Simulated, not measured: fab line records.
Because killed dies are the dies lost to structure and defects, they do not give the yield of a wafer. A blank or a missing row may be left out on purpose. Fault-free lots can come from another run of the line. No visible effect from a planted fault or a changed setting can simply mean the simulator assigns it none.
fab line records + flow sky130
[record]
- lots = 12
- wafers = 33
- last-day = 49
route steps=708 shown FIELD_ISO@25 VT_ADJUST_HVTP@92 SD_N@353 CONTACT@411 PAD_OPEN@708
lots that met no fault: taken from a fault-free run of the same line
start-h: the number of hours between the record's first day and the start of the first shown wafer of the lot + wait-h: hours from the lot's prior step to this one + " the same as in the row above + L1.1+2: one row covering several wafers at once + - value missing, or start not given + * or withheld: withheld + < > ~ a bound
route shown NAME@n: names a module that has steps shown in the file, with the first one's number in the route + usual: mean/standard deviation of fault-free wafers + same: alike in all rows + chamber/n: place in a boat + sites: the reading at each site + _std_site: the standard deviation of these + _edge_site: mean of outer sites minus mean of inner sites + radius-mm: for every site, how far away it sits from the centre of the wafer + mask NAME#n: copy n + behind: the most recent tool/chamber to have shaped the wafer + hold: why the lot was held/for how many hours/how that ended + device: transistor that didn't switch, given as n, p or np + end of line: the tests these same wafers got at the end of their route + a step given without rows: its recipe and nothing more + killed: count of dies lost to structure and defects at first sort (not the wafer's yield) + map: a wafer's dies, x killed, . not, _ none there
set.NAME: setting as actually run; set.NAME@STEP: the setting as run at that earlier step + model.NAME: the simulator's own value behind a step, which no gauge read
one table for each step of the route and one row for each wafer, over a sample of lots
services: a tool's chamber out of use, with start hour (start-h, from the record's first day; less than 0 if before it), hours out, and reason
[[steps]]
[step SKY_FIELD_ISO_CVD_24]
[recipe]
- material = SiO2
- target-thk-nm = 595
- temp-c = 650
- sigma-open-frac = 0.3
- time-s = 99.2
- sih4-flow-sccm = 60
- pressure-mtorr = 6
| lot.wafer  | tool      | chamber | start-h | wait-h |
|------------|-----------|---------|---------|--------|
| L538.1+4+5 | hdpcvd-01 | 0,2,1   | 33.54   | 0.1    |
| L539.2+3+5 | hdpcvd-01 | 0,1,0   | 40.25   | 0.0    |
| L540.2+3+4 | hdpcvd-02 | 2,1,2   | 46.95   | 0.0    |
| L542.2+5+6 | hdpcvd-01 | 2,1,2   | 51.84   | 0.0    |
| L543.4+5+6 | hdpcvd-01 | 1,0,2   | 58.12   | 0.1    |
| L544.1+2+3 | hdpcvd-01 | 2,0,1   | 62.54   | 0.1    |
| L545.1+4+5 | hdpcvd-01 | 1,0,2   | 67.77   | 0.1    |
| L546.2+3+4 | hdpcvd-01 | 0,1,1   | 74.51   | 0.0    |
| L552.4+5   | hdpcvd-01 | 1,0     | 105.19  | 0.1    |
| L553.5+6   | hdpcvd-01 | 0,1     | 108.45  | 0.0    |
| L554.3+5   | hdpcvd-01 | 1,2     | 115.01  | 0.0    |
| L559.1+4+5 | hdpcvd-02 | 1,1,0   | 140.27  | 0.1    |
[step SKY_FIELD_ISO_THK_MEAS_25]
[recipe]
- reads = SiO2_of_FIELD_ISO_CVD_24
[usual]
- FIELD_ISO_CVD_24_THK = 596/4.3
| lot.wafer | tool          | chamber | start-h | wait-h | FIELD_ISO_CVD_24_THK[nm] |
|-----------|---------------|---------|---------|--------|--------------------------|
| L538.1    | film-metro-02 | -       | 33.61   | 0.0    | 592                      |
| L538.4    | "             | -       | "       | "      | 599                      |
| L538.5    | "             | -       | "       | "      | 594                      |
| L539.2    | film-metro-03 | -       | 40.33   | 0.0    | 600                      |
| L539.3    | "             | -       | "       | "      | 595                      |
| L539.5    | "             | -       | "       | "      | 590                      |
| L540.2    | film-metro-01 | -       | 47.03   | 0.0    | 595                      |
| L540.3    | "             | -       | "       | "      | 601                      |
| L540.4    | "             | -       | "       | "      | 600                      |
| L542.2    | film-metro-01 | -       | 51.92   | 0.0    | 593                      |
| L542.5    | "             | -       | "       | "      | 593                      |
| L542.6    | "             | -       | "       | "      | 587                      |
| L543.4    | film-metro-01 | -       | 58.19   | 0.0    | 591                      |
| L543.5    | "             | -       | "       | "      | 593                      |
| L543.6    | "             | -       | "       | "      | 590                      |
| L544.1    | film-metro-02 | -       | 62.62   | 0.0    | 593                      |
| L544.2    | "             | -       | "       | "      | 599                      |
| L544.3    | "             | -       | "       | "      | 594                      |
| L545.1    | film-metro-03 | -       | 67.84   | 0.0    | 596                      |
| L545.4    | "             | -       | "       | "      | 594                      |
| L545.5    | "             | -       | "       | "      | 588                      |
| L546.2    | film-metro-01 | -       | 74.59   | 0.0    | 599                      |
| L546.3    | "             | -       | "       | "      | 601                      |
| L546.4    | "             | -       | "       | "      | 599                      |
| L552.4    | film-metro-03 | -       | 105.26  | 0.0    | 274                      |
| L552.5    | "             | -       | "       | "      | 275                      |
| L553.5    | film-metro-01 | -       | 108.53  | 0.0    | 273                      |
| L553.6    | "             | -       | "       | "      | 597                      |
| L554.3    | film-metro-02 | -       | 115.10  | 0.1    | 599                      |
| L554.5    | "             | -       | "       | "      | 274                      |
| L559.1    | film-metro-02 | -       | 140.34  | 0.0    | 589                      |
| L559.4    | "             | -       | "       | "      | 594                      |
| L559.5    | "             | -       | "       | "      | 598                      |
[step SKY_FIELD_ISO_CMP_27]
[recipe]
- stop-on = Si3N4
- t-overpolish-s = 16
- down-force-psi = 4
- platen-rpm = 60
- target-thk-nm = 457.8
- pad-velocity-m-s = 0.94248
[usual]
- edge-zone-pressure-frac = 1.000/0.0051
- head-pressure-psi = 4.000/0.0077
- motor-current-A = 12.2/1.8
- time-to-endpoint-s = 115/3.7
| lot.wafer | tool   | chamber | start-h | wait-h | edge-zone-pressure-frac | head-pressure-psi | motor-current-A | time-to-endpoint-s |
|-----------|--------|---------|---------|--------|-------------------------|-------------------|-----------------|--------------------|
| L538.1    | cmp-01 | 2       | 35.83   | 0.0    | 1.001                   | 4.002             | 11.7            | 118                |
| L538.4    | "      | 3       | "       | "      | 1.005                   | 4.003             | 15.0            | 114                |
| L538.5    | "      | 3       | "       | "      | 1.005                   | 4.008             | 14.3            | 113                |
| L539.2    | cmp-02 | 2       | 43.18   | 0.1    | 0.995                   | 4.007             | 13.6            | 115                |
| L539.3    | "      | 3       | "       | "      | 0.997                   | 4.012             | 10.7            | 108                |
| L539.5    | "      | 2       | "       | "      | 1.000                   | 3.992             | 14.8            | 113                |
| L540.4    | cmp-01 | 1       | 48.58   | 0.0    | 0.998                   | 3.992             | 11.9            | 114                |
| L540.2    | "      | 3       | "       | "      | 0.991                   | 4.000             | 15.1            | 116                |
| L540.3    | "      | 0       | "       | "      | 0.999                   | 3.992             | 10.4            | 112                |
| L542.2    | cmp-01 | 3       | 54.83   | 0.1    | 0.996                   | 4.005             | 13.9            | 114                |
| L542.5    | "      | 2       | "       | "      | 1.003                   | 4.002             | 11.0            | 117                |
| L542.6    | "      | 3       | "       | "      | 0.994                   | 3.994             | 14.8            | 110                |
| L543.4    | cmp-01 | 0       | 60.65   | 0.1    | 1.004                   | 4.012             | 10.1            | 114                |
| L543.6    | "      | 3       | "       | "      | 1.008                   | 4.012             | 15.2            | 121                |
| L543.5    | "      | 0       | "       | "      | 0.998                   | 4.009             | 9.8             | 115                |
| L544.2    | cmp-01 | 1       | 66.53   | 0.0    | 1.006                   | 3.999             | 12.5            | 113                |
| L544.1    | "      | 3       | "       | "      | 0.999                   | 4.002             | 14.7            | 112                |
| L544.3    | "      | 0       | "       | "      | 1.003                   | 4.002             | 10.4            | 109                |
| L545.4    | cmp-01 | 2       | 70.77   | 0.1    | 1.003                   | 3.997             | 11.1            | 116                |
| L545.1    | "      | 0       | "       | "      | 0.998                   | 4.005             | 10.6            | 117                |
| L545.5    | "      | 2       | "       | "      | 0.998                   | 3.992             | 11.7            | 113                |
| L546.4    | cmp-01 | 0       | 76.19   | 0.1    | 0.995                   | 3.985             | 10.5            | 106                |
| L546.3    | "      | 1       | "       | "      | 0.995                   | 3.994             | 12.2            | 113                |
| L546.2    | "      | 2       | "       | "      | 0.999                   | 4.015             | 11.9            | 116                |
| L552.4    | cmp-02 | 0       | 107.36  | 0.3    | 0.995                   | 3.998             | 10.7            | 51                 |
| L552.5    | "      | 1       | "       | "      | 1.004                   | 3.998             | 12.1            | 52                 |
| L553.6    | cmp-01 | 2       | 111.21  | 0.2    | 0.997                   | 3.990             | 11.1            | 114                |
| L553.5    | "      | 3       | "       | "      | 1.007                   | 4.007             | 15.2            | 50                 |
| L554.3    | cmp-01 | 2       | 117.86  | 0.0    | 0.998                   | 3.998             | 11.6            | 113                |
| L554.5    | "      | 2       | "       | "      | 0.998                   | 4.002             | 11.7            | 51                 |
| L559.4    | cmp-02 | 0       | 142.38  | 0.1    | 1.006                   | 4.006             | 11.2            | 116                |
| L559.1    | "      | 1       | "       | "      | 0.998                   | 3.989             | 13.5            | 117                |
| L559.5    | "      | 3       | "       | "      | 1.012                   | 3.991             | 10.4            | 116                |
[step SKY_VT_ADJUST_HVTP_CD_MEAS_07]
[recipe]
- target-cd-nm = 380
[usual]
- cd-nm = 380.6/2.7
| lot.wafer | tool      | chamber | start-h | wait-h | cd-nm |
|-----------|-----------|---------|---------|--------|-------|
| L538.1    | cd-sem-02 | -       | 122.16  | 0.1    | 380.7 |
| L538.4    | "         | -       | "       | "      | 382.1 |
| L538.5    | "         | -       | "       | "      | 383.1 |
| L539.2    | cd-sem-02 | -       | 130.05  | 0.1    | 383.5 |
| L539.3    | "         | -       | "       | "      | 380.3 |
| L539.5    | "         | -       | "       | "      | 379.3 |
| L540.2    | cd-sem-01 | -       | 137.31  | 0.1    | 381.7 |
| L540.3    | "         | -       | "       | "      | 381.2 |
| L540.4    | "         | -       | "       | "      | 379.9 |
| L542.2    | cd-sem-02 | -       | 147.65  | 0.1    | 373.6 |
| L542.5    | "         | -       | "       | "      | 372.0 |
| L542.6    | "         | -       | "       | "      | 372.3 |
| L543.4    | cd-sem-01 | -       | 156.27  | 0.1    | 381.8 |
| L543.5    | "         | -       | "       | "      | 382.6 |
| L543.6    | "         | -       | "       | "      | 384.0 |
| L544.1    | cd-sem-01 | -       | 161.31  | 0.1    | 380.4 |
| L544.2    | "         | -       | "       | "      | 381.4 |
| L544.3    | "         | -       | "       | "      | 378.4 |
| L545.1    | cd-sem-02 | -       | 167.56  | 0.1    | 384.8 |
| L545.4    | "         | -       | "       | "      | 384.1 |
| L545.5    | "         | -       | "       | "      | 381.7 |
| L546.2    | cd-sem-01 | -       | 173.01  | 0.1    | 384.5 |
| L546.3    | "         | -       | "       | "      | 381.4 |
| L546.4    | "         | -       | "       | "      | 381.2 |
| L553.6    | cd-sem-01 | -       | 214.99  | 0.1    | 383.0 |
| L554.3    | cd-sem-02 | -       | 222.72  | 0.1    | 376.8 |
| L559.1    | cd-sem-01 | -       | 250.21  | 0.1    | 382.2 |
| L559.4    | "         | -       | "       | "      | 385.1 |
| L559.5    | "         | -       | "       | "      | 383.3 |
[step SKY_SD_N_STRIP_11]
[recipe]
- chemistry = O2/N2
- power-w = 1400
- pressure-mtorr = 1500
- platen-temp-c = withheld
- o2-flow-sccm = 3000
- n2-flow-sccm = 300
- overash-fraction = 0.5
[usual]
- drypump-motor-current-A = 5.7/0.34
- n2-flow-sccm = 299.9/0.9
- oes-product-au = 0.527/0.0047
- strip-time-to-endpoint-s = 22.55/0.041
| lot.wafer | tool            | chamber | start-h | wait-h | drypump-motor-current-A | n2-flow-sccm | oes-product-au | rf-hours-counter-h | strip-time-to-endpoint-s |
|-----------|-----------------|---------|---------|--------|-------------------------|--------------|----------------|--------------------|--------------------------|
| L538.1    | plasma-asher-04 | 0       | 643.62  | 0.1    | 5.3                     | 299.7        | 0.533          | 84                 | 22.52                    |
| L538.4    | "               | 0       | "       | "      | 5.4                     | 301.4        | 0.520          | -                  | 22.48                    |
| L538.5    | "               | 0       | "       | "      | 5.4                     | 298.9        | 0.519          | -                  | 22.53                    |
| L539.2    | plasma-asher-01 | 1       | 657.42  | 0.1    | 6.0                     | 300.9        | 0.528          | 98                 | 22.60                    |
| L539.3    | "               | 1       | "       | "      | 6.0                     | 299.9        | 0.527          | -                  | 22.61                    |
| L539.5    | "               | 0       | "       | "      | 5.5                     | 301.0        | 0.529          | -                  | 22.57                    |
| L540.2    | plasma-asher-04 | 0       | 671.12  | 0.1    | 5.3                     | 298.0        | 0.526          | 87                 | 22.55                    |
| L540.3    | "               | 1       | "       | "      | 5.8                     | 299.3        | 0.535          | -                  | 22.51                    |
| L540.4    | "               | 0       | "       | "      | 5.4                     | 298.5        | 0.529          | -                  | 22.54                    |
| L542.2    | plasma-asher-04 | 1       | 680.87  | 0.1    | 5.8                     | 301.3        | 0.531          | 88                 | 22.44                    |
| L542.5    | "               | 1       | "       | "      | 5.8                     | 301.4        | 0.525          | -                  | 22.50                    |
| L542.6    | "               | 0       | "       | "      | 5.3                     | 300.0        | 0.527          | -                  | 22.53                    |
| L543.4    | plasma-asher-01 | 0       | 687.06  | 0.1    | 5.5                     | 297.9        | 0.539          | -                  | 22.50                    |
| L543.5    | "               | 0       | "       | "      | 5.5                     | 300.2        | 0.527          | -                  | 22.49                    |
| L543.6    | "               | 1       | "       | "      | 6.0                     | 300.4        | 0.529          | -                  | 22.55                    |
| L544.1    | plasma-asher-01 | 1       | 696.22  | 0.1    | 6.0                     | 301.4        | 0.525          | 102                | 22.45                    |
| L544.2    | "               | 0       | "       | "      | 5.5                     | 298.7        | 0.521          | 102                | 22.48                    |
| L544.3    | "               | 0       | "       | "      | 5.5                     | 300.3        | 0.527          | -                  | 22.48                    |
| L545.1    | plasma-asher-02 | 0       | 703.17  | 0.1    | 6.2                     | 299.0        | 0.524          | 27                 | 22.52                    |
| L545.4    | "               | 0       | "       | "      | 6.3                     | 299.7        | 0.525          | -                  | 22.53                    |
| L545.5    | "               | 1       | "       | "      | 5.4                     | 301.0        | 0.525          | -                  | 22.50                    |
| L546.2    | plasma-asher-04 | 1       | 719.03  | 0.1    | 5.8                     | 298.6        | 0.527          | 91                 | 22.54                    |
| L546.3    | "               | 1       | "       | "      | 5.8                     | 298.8        | 0.530          | -                  | 22.53                    |
| L546.4    | "               | 0       | "       | "      | 5.3                     | 300.2        | 0.522          | -                  | 22.53                    |
| L553.6    | plasma-asher-01 | 0       | 766.98  | 0.1    | 5.6                     | 300.7        | 0.521          | -                  | 22.56                    |
| L554.3    | plasma-asher-04 | 0       | 777.56  | 0.1    | 5.3                     | 301.0        | 0.535          | -                  | 22.52                    |
| L559.1    | plasma-asher-04 | 1       | 805.83  | 0.1    | 5.8                     | 299.9        | 0.524          | 101                | 22.58                    |
| L559.4    | "               | 1       | "       | "      | 5.8                     | 300.7        | 0.524          | -                  | 22.64                    |
| L559.5    | "               | 0       | "       | "      | 5.3                     | 299.2        | 0.524          | -                  | 22.63                    |
[step SKY_CONTACT_BOW_MEAS_05]
[recipe]
- mode = bow
[usual]
- CONTACT_BOW = 82/7
| lot.wafer | tool          | chamber | start-h | wait-h | CONTACT_BOW[um] |
|-----------|---------------|---------|---------|--------|-----------------|
| L538.1    | film-metro-02 | -       | 704.79  | 0.2    | 79              |
| L538.4    | "             | -       | "       | "      | 80              |
| L538.5    | "             | -       | "       | "      | 85              |
| L539.2    | film-metro-02 | -       | 718.41  | 0.3    | 87              |
| L539.3    | "             | -       | "       | "      | 95              |
| L539.5    | "             | -       | "       | "      | 78              |
| L540.2    | film-metro-01 | -       | 731.31  | 0.2    | 80              |
| L540.3    | "             | -       | "       | "      | 76              |
| L540.4    | "             | -       | "       | "      | 79              |
| L542.2    | film-metro-02 | -       | 741.62  | 0.3    | 79              |
| L542.5    | "             | -       | "       | "      | 91              |
| L542.6    | "             | -       | "       | "      | 80              |
| L543.4    | film-metro-03 | -       | 746.54  | 0.2    | 72              |
| L543.5    | "             | -       | "       | "      | 91              |
| L543.6    | "             | -       | "       | "      | 85              |
| L544.1    | film-metro-03 | -       | 755.79  | 0.1    | 82              |
| L544.2    | "             | -       | "       | "      | 81              |
| L544.3    | "             | -       | "       | "      | 92              |
| L545.1    | film-metro-01 | -       | 761.48  | 0.1    | 91              |
| L545.4    | "             | -       | "       | "      | 78              |
| L545.5    | "             | -       | "       | "      | 91              |
| L546.2    | film-metro-03 | -       | 777.04  | 0.2    | 79              |
| L546.3    | "             | -       | "       | "      | 83              |
| L546.4    | "             | -       | "       | "      | 89              |
| L553.6    | film-metro-01 | -       | 824.20  | 0.1    | 85              |
| L554.3    | film-metro-02 | -       | 833.58  | 0.3    | 80              |
| L559.1    | film-metro-01 | -       | 860.49  | 0.1    | 90              |
| L559.4    | "             | -       | "       | "      | 78              |
| L559.5    | "             | -       | "       | "      | 76              |
[step SKY_PAD_OPEN_PROBE_99]
[usual]
- killed_at_M0_to_M3 = 43/7.3
- killed_at_M4_up = 3.2/1.8
- killed-at-contacts = 24/5.8
- killed-at-front-end = 16/4.5
- killed-at-other = 0.3/0.53
- killed-dies = 87/9.9
- killed-on-rim = 17/3.8
- killed-open = 48/6.8
- killed-short = 39/6.9
[same]
- gross-dies = 492
- killed-at-back-side = 0
| lot.wafer | tool      | chamber | start-h | wait-h | killed_at_M0_to_M3 | killed_at_M4_up | killed-at-contacts | killed-at-front-end | killed-at-other | killed-dies | killed-on-rim | killed-open | killed-short |
|-----------|-----------|---------|---------|--------|--------------------|-----------------|--------------------|---------------------|-----------------|-------------|---------------|-------------|--------------|
| L552.4    | prober-01 | -       | 1153.62 | 0.2    | 41                 | 2               | 22                 | 427                 | 0               | 492         | 96            | 43          | 32           |
| L552.5    | prober-01 | -       | 1153.67 | 0.2    | 39                 | 3               | 18                 | 432                 | 0               | 492         | 96            | 39          | 33           |
| L553.5    | prober-02 | -       | 1158.46 | 0.2    | 35                 | 4               | 18                 | 435                 | 0               | 492         | 96            | 37          | 30           |
| L553.6    | prober-02 | -       | 1158.51 | 0.2    | 40                 | 5               | 17                 | 17                  | 0               | 79          | 15            | 39          | 40           |
| L554.3    | prober-01 | -       | 1163.09 | 0.2    | 58                 | 2               | 24                 | 10                  | 0               | 94          | 23            | 47          | 47           |
| L554.5    | prober-01 | -       | 1163.19 | 0.2    | 35                 | 0               | 28                 | 428                 | 1               | 492         | 96            | 46          | 36           |
// killed by level:class
L552.4 FIELD_ISO:area-cvd=417 VIA1:geometric-particle:open=12 VIA3:geometric-particle:open=8 LI_CONTACT:geometric-particle:open=6 CONTACT:geometric-particle:open=6 LI_CONTACT:geometric-particle:short=4 METAL1:geometric-particle:short=4 VIA1:geometric-particle:short=4
L552.5 FIELD_ISO:area-cvd=420 VIA3:geometric-particle:open=9 CONTACT:geometric-particle:open=7 METAL1:geometric-particle:short=6 VIA1:geometric-particle:open=5 VIA2:geometric-particle:open=5 VIA1:geometric-particle:short=4 METAL2:geometric-particle:short=4
L553.5 FIELD_ISO:area-cvd=425 VIA1:geometric-particle:open=9 CONTACT:geometric-particle:open=6 POLY_GATE:geometric-particle:open=5 FIELD_ISO:geometric-particle:open=4 VIA2:geometric-particle:short=4 LOCAL_INTERCONNECT:geometric-particle:short=4 CONTACT:geometric-particle:short=4
L553.6 VIA1:geometric-particle:open=11 FIELD_ISO:geometric-particle:short=9 LI_CONTACT:geometric-particle:open=6 METAL2:geometric-particle:short=6 METAL1:geometric-particle:short=5 METAL4:geometric-particle:short=5 CONTACT:geometric-particle:open=4 VIA2:geometric-particle:open=4
L554.3 VIA1:geometric-particle:open=16 METAL2:geometric-particle:short=9 VIA3:geometric-particle:open=8 METAL1:geometric-particle:short=7 CONTACT:geometric-particle:open=6 VIA2:geometric-particle:short=5 LOCAL_INTERCONNECT:geometric-particle:short=5 VIA2:geometric-particle:open=5
L554.5 FIELD_ISO:area-cvd=410 CONTACT:geometric-particle:open=11 VIA1:geometric-particle:open=8 LI_CONTACT:geometric-particle:open=7 METAL1:geometric-particle:short=7 METAL2:geometric-particle:short=7 VIA2:geometric-particle:open=7 LOCAL_INTERCONNECT:geometric-particle:short=6
[[services]]
| tool      | chamber | start-h | hours | kind   |
|-----------|---------|---------|-------|--------|
| cmp-01    | -       | 11.32   | 7.1   | pm     |
| cmp-01    | -       | 20.03   | 3.7   | repair |
| cmp-01    | -       | 43.29   | 2.0   | repair |
| cmp-01    | -       | 120.36  | 1.7   | repair |
| cmp-01    | -       | 127.08  | 2.0   | repair |
| cmp-01    | -       | 128.94  | 1.9   | repair |
| cmp-01    | -       | 191.67  | 0.9   | repair |
| cmp-01    | -       | 204.02  | 1.1   | repair |
| cmp-01    | -       | 232.00  | 4.0   | pm     |
| cmp-01    | -       | 252.17  | 1.1   | repair |
| cmp-01    | -       | 256.82  | 0.2   | repair |
| hdpcvd-01 | 2       | 263.00  | 4.9   | repair |
| cmp-01    | -       | 278.67  | 0.2   | repair |
| cmp-01    | -       | 300.60  | 1.6   | repair |
| cmp-01    | -       | 311.26  | 2.1   | repair |
| hdpcvd-01 | -       | 366.25  | 15.0  | pm     |
| hdpcvd-01 | -       | 389.76  | 1.4   | repair |
| hdpcvd-01 | -       | 437.48  | 0.9   | repair |
| hdpcvd-01 | -       | 474.40  | 0.8   | pm     |
| hdpcvd-01 | 1       | 495.30  | 5.0   | repair |
| hdpcvd-01 | 1       | 556.26  | 5.7   | repair |
| hdpcvd-01 | -       | 590.66  | 2.8   | pm     |
| hdpcvd-01 | 2       | 611.68  | 1.9   | repair |
| hdpcvd-01 | -       | 671.83  | 5.5   | pm     |
[[key]]
[first-sign]
- step = SKY_FIELD_ISO_THK_MEAS_25
- reading = FIELD_ISO_CVD_24_THK
- direction = down
- sigmas = 75
- usual = 596
- struck = 274
[effect]
- step = SKY_FIELD_ISO_CMP_27
- reading = time-to-endpoint-s
- direction = down
- sigmas = 17
- usual = *
- struck = *
[effect]
- step = SKY_PAD_OPEN_PROBE_99
- reading = killed-at-front-end
- direction = up
- sigmas = 92
- usual = 16
- struck = 430
[more-kills-born-at]
- SKY_FIELD_ISO_CVD_24@hdpcvd-01 = 1672
met-at SKY_FIELD_ISO_CVD_24
struck-lots L552,L553,L554
struck-wafers L552.4,L552.5,L553.5,L554.5
later-rows-left-out L552.4,L552.5,L553.5,L554.5
tester-left-out L552,L553,L554
not-acting-at SKY_VT_ADJUST_HVTP_CD_MEAS_07,SKY_SD_N_STRIP_11,SKY_CONTACT_BOW_MEAS_05
onset-between 74.51 105.19
[fault]
- kind = process-parameter-drift
- tool = hdpcvd-01
- chamber = -
- onset-h = 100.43
- steps = SKY_FIELD_ISO_CVD_24
- channel = target-thk-nm
- offset = -321.32
- shape = step
- end-h = 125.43
- scope = struck-wafers-only
- acts-in = these-recipes-only
- stated = 595
// tester-left-out: of these lots the tester's yield and bins aren't shown, on N5 and GAA mostly nor the transistor test; their killed dies are dies lost to structure and defects alone, not to doping, threshold or leakage, so they don't give the yield
// later-rows-left-out: the simulator's readings of these wafers behind a module that went badly wrong aren't trusted and aren't shown, but for the sort
